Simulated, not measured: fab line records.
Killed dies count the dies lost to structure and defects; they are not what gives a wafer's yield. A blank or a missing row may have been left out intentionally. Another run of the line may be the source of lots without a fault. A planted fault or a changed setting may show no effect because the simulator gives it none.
Which of the tools did it? ; flow gf180mcu ; 24 lots with 72 wafers sampled at 5 steps, on a route of 602 steps

WHAT THE GAUGES SHOWED, per wafer
GF_STI_THK_MEAS_24. Usual: for STI_CVD_23_THK the level is 651 nm and the standard deviation is 6.6.
lot;measured;on;STI_CVD_23_THK (nm);flag
L075;day 2 17:02;filmMetro-03;647 661 651;
L074;day 2 17:04;filmMetro-04;647 642 639;
L077;day 3 02:41;filmMetro-03;648 643 644;
L076;day 3 02:43;filmMetro-04;652 654 636;
L078;day 3 02:46;filmMetro-01;668 662 655;
L080;day 3 13:48;filmMetro-01;650 653 647;
L079;day 3 13:49;filmMetro-04;646 645 636;
L081;day 3 23:40;filmMetro-01;647 652 655;
L082;day 3 23:40;filmMetro-04;648 644 651;
L083;day 4 05:04;filmMetro-04;650 654 649;
L084;day 4 09:53;filmMetro-03;659 654 655;
L085;day 4 13:57;filmMetro-01;652 654 651;
L086;day 4 20:47;filmMetro-03;651 656 645;
L087;day 5 00:25;filmMetro-01;649 651 648;
L088;day 5 03:41;filmMetro-01;648 652 645;
L089;day 5 08:39;filmMetro-04;653 648 654;
L090;day 5 14:53;filmMetro-04;651 651 648;
L091;day 5 18:13;filmMetro-03;647 645 642;
L092;day 5 23:44;filmMetro-01;657 653 652;
L093;day 6 03:47;filmMetro-01;658 663 659;
L094;day 6 10:36;filmMetro-03;652 648 641;
L095;day 6 15:46;filmMetro-03;644 642 640;
L096;day 6 20:23;filmMetro-01;657 663 658;
L097;day 7 01:37;filmMetro-03;660 661 659;

GF_V3_THK_MEAS_01. Usual: for V3_CVD_00_THK the level is 598 nm and the standard deviation is 7.3.
lot;measured;on;V3_CVD_00_THK (nm);flag
L075;day 22 16:31;filmMetro-01;612 621 610;
L074;day 22 05:24;filmMetro-01;597 611 606;
L077;day 22 23:33;filmMetro-01;584 592 594;
L076;day 22 22:55;filmMetro-03;598 588 592;
L078;day 23 02:22;filmMetro-03;610 611 603;
L080;day 23 16:07;filmMetro-01;578 596 593;
L079;day 23 18:55;filmMetro-04;587 602 599;
L081;day 24 17:34;filmMetro-04;596 606 596;
L082;day 24 08:32;filmMetro-03;604 601 600;
L083;day 24 16:42;filmMetro-03;600 607 597;
L084;day 24 23:52;filmMetro-04;597 607 597;
L085;day 25 05:22;filmMetro-04;604 602 600;
L086;day 25 21:51;filmMetro-03;606 599 595;
L087;day 25 23:25;filmMetro-04;592 591 597;
L088;day 25 23:46;filmMetro-03;596 596 601;
L089;day 26 13:40;filmMetro-04;595 596 604;
L090;day 26 23:10;filmMetro-04;601 594 604;
L091;day 27 04:37;filmMetro-01;606 605 586;
L092;day 27 10:12;filmMetro-04;595 587 593;
L093;day 27 13:50;filmMetro-01;598 594 597;
L094;day 28 00:43;filmMetro-03;606 599 588;
L095;day 28 03:29;filmMetro-01;596 589 598;
L096;day 28 10:22;filmMetro-03;604 597 591;
L097;day 28 15:14;filmMetro-03;591 601 589;

GF_MIM_THK_MEAS_11: measures by xrf. Usual: for MIM_ALCU_THK the level is 208.9 nm and the standard deviation is 1.9.
lot;measured;on;MIM_ALCU_THK (nm);flag
L075;day 25 17:08;filmMetro-04;207.9 211.6 209.9;
L074;day 25 04:17;filmMetro-01;207.6 207.4 206.8;
L077;day 25 22:15;filmMetro-04;210.3 209.3 211.1;
L076;day 25 22:14;filmMetro-02;208.2 210.3 206.5;
L078;day 26 00:26;filmMetro-02;208.6 209.6 206.4;
L080;day 26 13:56;filmMetro-01;208.2 209.9 211.9;
L079;day 26 17:20;filmMetro-04;209.8 206.7 210.1;
L081;day 27 13:08;filmMetro-04;210.1 210.7 211.3;
L082;day 27 05:55;filmMetro-01;210.1 208.0 210.5;
L083;day 27 12:47;filmMetro-02;212.5 209.8 213.3;
L084;day 27 19:53;filmMetro-04;205.5 208.6 209.0;
L085;day 28 00:14;filmMetro-02;206.4 205.9 208.6;
L086;day 28 16:37;filmMetro-02;206.4 205.8 207.6;
L087;day 28 18:11;filmMetro-04;210.3 206.9 208.4;
L088;day 28 18:49;filmMetro-02;207.7 207.0 208.3;
L089;day 29 07:25;filmMetro-02;208.0 208.3 205.9;
L090;day 29 16:34;filmMetro-01;208.8 213.9 211.4;
L091;day 29 22:11;filmMetro-04;208.3 209.7 208.0;
L092;day 30 02:32;filmMetro-01;207.4 208.1 208.7;
L093;day 30 06:47;filmMetro-02;211.3 207.5 209.7;
L094;day 30 15:28;filmMetro-04;211.8 207.2 207.1;
L095;day 30 17:37;filmMetro-04;209.9 209.2 211.4;
L096;day 31 01:05;filmMetro-02;206.7 209.9 207.6;
L097;day 31 04:00;filmMetro-02;208.2 206.2 208.7;

TOOL THAT RAN EACH LOT (tool first, then ch and the chambers of the sampled wafers, then the start)
lot;GF_CONTACT_SPUTTER_23;GF_MIM_CVD_05
L075;pvdSputter-01, day 17 05:43;pecvd-01 ch 1,2, day 25 16:48
L074;pvdSputter-04, day 16 21:16;pecvd-01 ch 0,1, day 25 03:58
L077;pvdSputter-04, day 17 15:40;pecvd-01 ch 0,1,2, day 25 21:56
L076;pvdSputter-03, day 17 14:53;pecvd-01 ch 0,1,2, day 25 21:55
L078;pvdSputter-01, day 17 18:50;pecvd-01 ch 0,1,2, day 26 00:07
L080;pvdSputter-03, day 18 07:35;pecvd-01 ch 0,2, day 26 13:38
L079;pvdSputter-04, day 18 11:35;pecvd-04 ch 0,1, day 26 17:01
L081;pvdSputter-03, day 19 12:16;pecvd-01 ch 0,1,2, day 27 12:49
L082;pvdSputter-03, day 19 03:37;pecvd-01 ch 0,1,2, day 27 05:36
L083;pvdSputter-03, day 19 11:34;pecvd-03 ch 0,2, day 27 12:28
L084;pvdSputter-03, day 19 21:10;pecvd-04 ch 0,1,2, day 27 19:34
L085;pvdSputter-01, day 20 03:49;pecvd-01 ch 0,1, day 27 23:55
L086;pvdSputter-01, day 20 12:47;pecvd-03 ch 0,1,2, day 28 16:18
L087;pvdSputter-01, day 20 23:49;pecvd-01 ch 0,1,2, day 28 17:52
L088;pvdSputter-01, day 21 01:43;pecvd-01 ch 0,1, day 28 18:30
L089;pvdSputter-04, day 21 11:40;pecvd-01 ch 0,1,2, day 29 07:04
L090;pvdSputter-01, day 21 22:11;pecvd-04 ch 0,2, day 29 16:14
L091;pvdSputter-01, day 22 07:10;pecvd-04 ch 0,1, day 29 21:51
L092;pvdSputter-04, day 22 15:55;pecvd-04 ch 1,2, day 30 02:13
L093;pvdSputter-03, day 22 19:16;pecvd-03 ch 0,1,2, day 30 06:28
L094;pvdSputter-03, day 23 07:10;pecvd-01 ch 0,1, day 30 15:08
L095;pvdSputter-03, day 23 09:58;pecvd-01 ch 0,1,2, day 30 17:17
L096;pvdSputter-03, day 23 18:13;pecvd-03 ch 1,2, day 31 00:46
L097;pvdSputter-03, day 23 23:56;pecvd-01 ch 0,1,2, day 31 03:41
- GF_CONTACT_SPUTTER_23: material TiN, target thk 10 nm, time 40 s.
- GF_MIM_CVD_05: deposits Si3N4, target thk 42 nm, time 29.086 s.

WHAT THE TOOLS THEMSELVES READ (means of the sampled wafers that have a number; where no wafer has one, the mark that the record gives instead)
GF_CONTACT_SPUTTER_23. Usual: 29.6 % for throttleValvePct, sd 1.4.
lot;tool;throttleValvePct (%);flag
L075;pvdSputter-01;29.0;
L074;pvdSputter-04;30.7;
L077;pvdSputter-04;30.7;
L076;pvdSputter-03;28.8;
L078;pvdSputter-01;29.1;
L080;pvdSputter-03;28.8;
L079;pvdSputter-04;30.3;
L081;pvdSputter-03;29.9;
L082;pvdSputter-03;28.8;
L083;pvdSputter-03;30.6;
L084;pvdSputter-03;28.7;
L085;pvdSputter-01;30.0;
L086;pvdSputter-01;29.9;
L087;pvdSputter-01;29.3;
L088;pvdSputter-01;27.8;
L089;pvdSputter-04;30.6;
L090;pvdSputter-01;29.1;
L091;pvdSputter-01;28.4;
L092;pvdSputter-04;30.4;
L093;pvdSputter-03;29.7;
L094;pvdSputter-03;28.9;
L095;pvdSputter-03;28.8;
L096;pvdSputter-03;30.8;
L097;pvdSputter-03;28.8;

GF_MIM_CVD_05. Usual: 650 W for heaterPowerW, sd 86.
lot;tool;heaterPowerW (W);flag
L075;pecvd-01;683;
L074;pecvd-01;656;
L077;pecvd-01;736;
L076;pecvd-01;689;
L078;pecvd-01;723;
L080;pecvd-01;715;
L079;pecvd-04;606;
L081;pecvd-01;628;
L082;pecvd-01;731;
L083;pecvd-03;634;
L084;pecvd-04;534;
L085;pecvd-01;641;
L086;pecvd-03;623;
L087;pecvd-01;685;
L088;pecvd-01;670;
L089;pecvd-01;706;
L090;pecvd-04;537;
L091;pecvd-04;574;
L092;pecvd-04;511;
L093;pecvd-03;598;
L094;pecvd-01;694;
L095;pecvd-01;684;
L096;pecvd-03;620;
L097;pecvd-01;709;

THE ANSWER, worked out from the rows above alone
Rule: lot off if the mean of its wafers having a number is beyond 3 standard deviations from the usual mean. A lot without any number at a reading at which 4 lots or more have one is off too. The other lots that the step has rows for count as sound. The gauges are gone through in route order, then the tools' own readings, and for those a lot's mean is taken as printed above. At the first step where some lot is off, the reading lying furthest off is the one used; lots without a number count as furthest.
No lot is off on any of the readings shown, so nothing can be concluded from this.

WHAT HAD BEEN PUT IN BY THE SIMULATOR
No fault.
